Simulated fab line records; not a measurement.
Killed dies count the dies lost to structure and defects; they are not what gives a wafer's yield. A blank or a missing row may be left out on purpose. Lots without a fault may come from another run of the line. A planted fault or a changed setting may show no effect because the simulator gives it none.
What tool caused it? :: flow sfq-line :: 14 lots with 42 wafers sampled at 2 steps, on a route of 325 steps

## WHAT THE GAUGES READ, wafer by wafer
Not one reading of a measure or inspect step in the record can be checked against a usual standard deviation.

## WHAT TOOL EACH LOT RAN ON (gives the tool, then ch and the chambers of the sampled wafers, and finally the start)
lot: L884
SFQ_TRILAYER_L0_LITHO_COAT_010: litho-track-04 ch 0, day 1 17:44
SFQ_TRILAYER_L0_BARC_OPEN_METAL_ETCH_010: rie-metal-02 ch 0,1, day 2 06:01

lot: L885
SFQ_TRILAYER_L0_LITHO_COAT_010: litho-track-01 ch 0, day 1 22:47
SFQ_TRILAYER_L0_BARC_OPEN_METAL_ETCH_010: rie-metal-02 ch 0,1, day 2 10:49

lot: L886
SFQ_TRILAYER_L0_LITHO_COAT_010: litho-track-01 ch 0, day 2 03:50
SFQ_TRILAYER_L0_BARC_OPEN_METAL_ETCH_010: rie-metal-04 ch 0,1, day 2 16:50

lot: L887
SFQ_TRILAYER_L0_LITHO_COAT_010: litho-track-01 ch 0, day 2 08:44
SFQ_TRILAYER_L0_BARC_OPEN_METAL_ETCH_010: rie-metal-02 ch 0,1, day 2 21:37

lot: L888
SFQ_TRILAYER_L0_LITHO_COAT_010: litho-track-01 ch 0, day 2 13:53
SFQ_TRILAYER_L0_BARC_OPEN_METAL_ETCH_010: rie-metal-02 ch 0,1, day 3 02:26

lot: L890
SFQ_TRILAYER_L0_LITHO_COAT_010: litho-track-02 ch 0, day 2 23:47
SFQ_TRILAYER_L0_BARC_OPEN_METAL_ETCH_010: rie-metal-02 ch 0,1, day 3 13:13

lot: L891
SFQ_TRILAYER_L0_LITHO_COAT_010: litho-track-01 ch 0, day 3 04:47
SFQ_TRILAYER_L0_BARC_OPEN_METAL_ETCH_010: rie-metal-04 ch 0,1, day 3 16:49

lot: L893
SFQ_TRILAYER_L0_LITHO_COAT_010: litho-track-02 ch 0, day 3 14:44
SFQ_TRILAYER_L0_BARC_OPEN_METAL_ETCH_010: rie-metal-01 ch 0,1, day 4 02:25

lot: L898
SFQ_TRILAYER_L0_LITHO_COAT_010: litho-track-04 ch 0, day 4 16:05
SFQ_TRILAYER_L0_BARC_OPEN_METAL_ETCH_010: rie-metal-01 ch 0,1, day 5 08:50

lot: L901
SFQ_TRILAYER_L0_LITHO_COAT_010: litho-track-04 ch 0, day 5 06:44
SFQ_TRILAYER_L0_BARC_OPEN_METAL_ETCH_010: rie-metal-01 ch 0,1, day 5 23:14

lot: L902
SFQ_TRILAYER_L0_LITHO_COAT_010: litho-track-02 ch 0, day 5 11:44
SFQ_TRILAYER_L0_BARC_OPEN_METAL_ETCH_010: rie-metal-02 ch 0,1, day 6 01:38

lot: L903
SFQ_TRILAYER_L0_LITHO_COAT_010: litho-track-04 ch 0, day 5 16:44
SFQ_TRILAYER_L0_BARC_OPEN_METAL_ETCH_010: rie-metal-01 ch 0,1, day 6 07:38

lot: L904
SFQ_TRILAYER_L0_LITHO_COAT_010: litho-track-01 ch 0, day 5 21:55
SFQ_TRILAYER_L0_BARC_OPEN_METAL_ETCH_010: rie-metal-02 ch 0,1, day 6 19:41

lot: L905
SFQ_TRILAYER_L0_LITHO_COAT_010: litho-track-02 ch 0, day 6 02:47
SFQ_TRILAYER_L0_BARC_OPEN_METAL_ETCH_010: rie-metal-04 ch 0, day 6 23:17
- SFQ_TRILAYER_L0_LITHO_COAT_010: resist thk 62 nm.
- SFQ_TRILAYER_L0_BARC_OPEN_METAL_ETCH_010: etches BARC in O2, target depth 125 nm, time 41.7 s.

## AS READ BY THE TOOLS THEMSELVES (means over the sampled wafers that have a number; for cases with no such wafer, the mark the record gives instead)
SFQ_TRILAYER_L0_LITHO_COAT_010. Usual: spin-speed-rpm reads 3000.2 rpm (standard deviation 2).
lot: L884
tool: litho-track-04
spin-speed-rpm (rpm): 3000.8
flag: 

lot: L885
tool: litho-track-01
spin-speed-rpm (rpm): 2999.4
flag: 

lot: L886
tool: litho-track-01
spin-speed-rpm (rpm): 3000.9
flag: 

lot: L887
tool: litho-track-01
spin-speed-rpm (rpm): 2997.1
flag: 

lot: L888
tool: litho-track-01
spin-speed-rpm (rpm): 3003.0
flag: 

lot: L890
tool: litho-track-02
spin-speed-rpm (rpm): 3000.4
flag: 

lot: L891
tool: litho-track-01
spin-speed-rpm (rpm): 3000.2
flag: 

lot: L893
tool: litho-track-02
spin-speed-rpm (rpm): 2999.6
flag: 

lot: L898
tool: litho-track-04
spin-speed-rpm (rpm): 2999.9
flag: 

lot: L901
tool: litho-track-04
spin-speed-rpm (rpm): 3000.1
flag: 

lot: L902
tool: litho-track-02
spin-speed-rpm (rpm): 2998.6
flag: 

lot: L903
tool: litho-track-04
spin-speed-rpm (rpm): 2999.7
flag: 

lot: L904
tool: litho-track-01
spin-speed-rpm (rpm): 2999.6
flag: 

lot: L905
tool: litho-track-02
spin-speed-rpm (rpm): 3002.2
flag: 

SFQ_TRILAYER_L0_BARC_OPEN_METAL_ETCH_010. Usual: drypump-motor-current-A 5.7 A, standard deviation 0.5; he-backside-leak-sccm 3.56 sccm, standard deviation 0.3; oes-product-au 0.685 a.u., standard deviation 0.005.
lot: L884
tool: rie-metal-02
drypump-motor-current-A (A): 5.9
he-backside-leak-sccm (sccm): 3.50
oes-product-au (a.u.): 0.683
flag: 

lot: L885
tool: rie-metal-02
drypump-motor-current-A (A): 5.9
he-backside-leak-sccm (sccm): 3.47
oes-product-au (a.u.): 0.687
flag: 

lot: L886
tool: rie-metal-04
drypump-motor-current-A (A): 5.1
he-backside-leak-sccm (sccm): 3.54
oes-product-au (a.u.): 0.686
flag: 

lot: L887
tool: rie-metal-02
drypump-motor-current-A (A): 6.1
he-backside-leak-sccm (sccm): 3.50
oes-product-au (a.u.): 0.684
flag: 

lot: L888
tool: rie-metal-02
drypump-motor-current-A (A): 5.9
he-backside-leak-sccm (sccm): 3.44
oes-product-au (a.u.): 0.713
flag: OFF

lot: L890
tool: rie-metal-02
drypump-motor-current-A (A): 6.2
he-backside-leak-sccm (sccm): 3.55
oes-product-au (a.u.): 0.681
flag: 

lot: L891
tool: rie-metal-04
drypump-motor-current-A (A): 5.1
he-backside-leak-sccm (sccm): 3.48
oes-product-au (a.u.): 0.710
flag: OFF

lot: L893
tool: rie-metal-01
drypump-motor-current-A (A): 5.9
he-backside-leak-sccm (sccm): 3.46
oes-product-au (a.u.): 0.685
flag: 

lot: L898
tool: rie-metal-01
drypump-motor-current-A (A): 5.9
he-backside-leak-sccm (sccm): 3.41
oes-product-au (a.u.): 0.685
flag: 

lot: L901
tool: rie-metal-01
drypump-motor-current-A (A): 5.9
he-backside-leak-sccm (sccm): 3.70
oes-product-au (a.u.): 0.686
flag: 

lot: L902
tool: rie-metal-02
drypump-motor-current-A (A): 6.2
he-backside-leak-sccm (sccm): 3.58
oes-product-au (a.u.): 0.683
flag: 

lot: L903
tool: rie-metal-01
drypump-motor-current-A (A): 5.9
he-backside-leak-sccm (sccm): 3.51
oes-product-au (a.u.): 0.688
flag: 

lot: L904
tool: rie-metal-02
drypump-motor-current-A (A): 6.2
he-backside-leak-sccm (sccm): 3.55
oes-product-au (a.u.): 0.687
flag: 

lot: L905
tool: rie-metal-04
drypump-motor-current-A (A): 5.2
he-backside-leak-sccm (sccm): 3.59
oes-product-au (a.u.): 0.687
flag: 

## THE ANSWER, worked out from the rows above alone
Rule: a lot is off if the mean of its wafers that have a number lies more than 3 standard deviations from the usual mean. A lot without any number at a reading at which 4 lots or more have one is off too. The other lots that the step has rows for count as sound. Order of review: gauges by route order, followed by the tools' own readings, for which a lot's mean as printed above is used. At the first step where some lot is off, the reading lying furthest off is the one used; lots without a number count as furthest.
Off: L888, L891, at SFQ_TRILAYER_L0_BARC_OPEN_METAL_ETCH_010 (oes-product-au).
If a tool, at that step or one of the process steps before it, ran each lot that is off and ran no sound lot following the first of them, it fits. Of those tried, none fits.

## WHAT HAD BEEN PUT IN BY THE SIMULATOR
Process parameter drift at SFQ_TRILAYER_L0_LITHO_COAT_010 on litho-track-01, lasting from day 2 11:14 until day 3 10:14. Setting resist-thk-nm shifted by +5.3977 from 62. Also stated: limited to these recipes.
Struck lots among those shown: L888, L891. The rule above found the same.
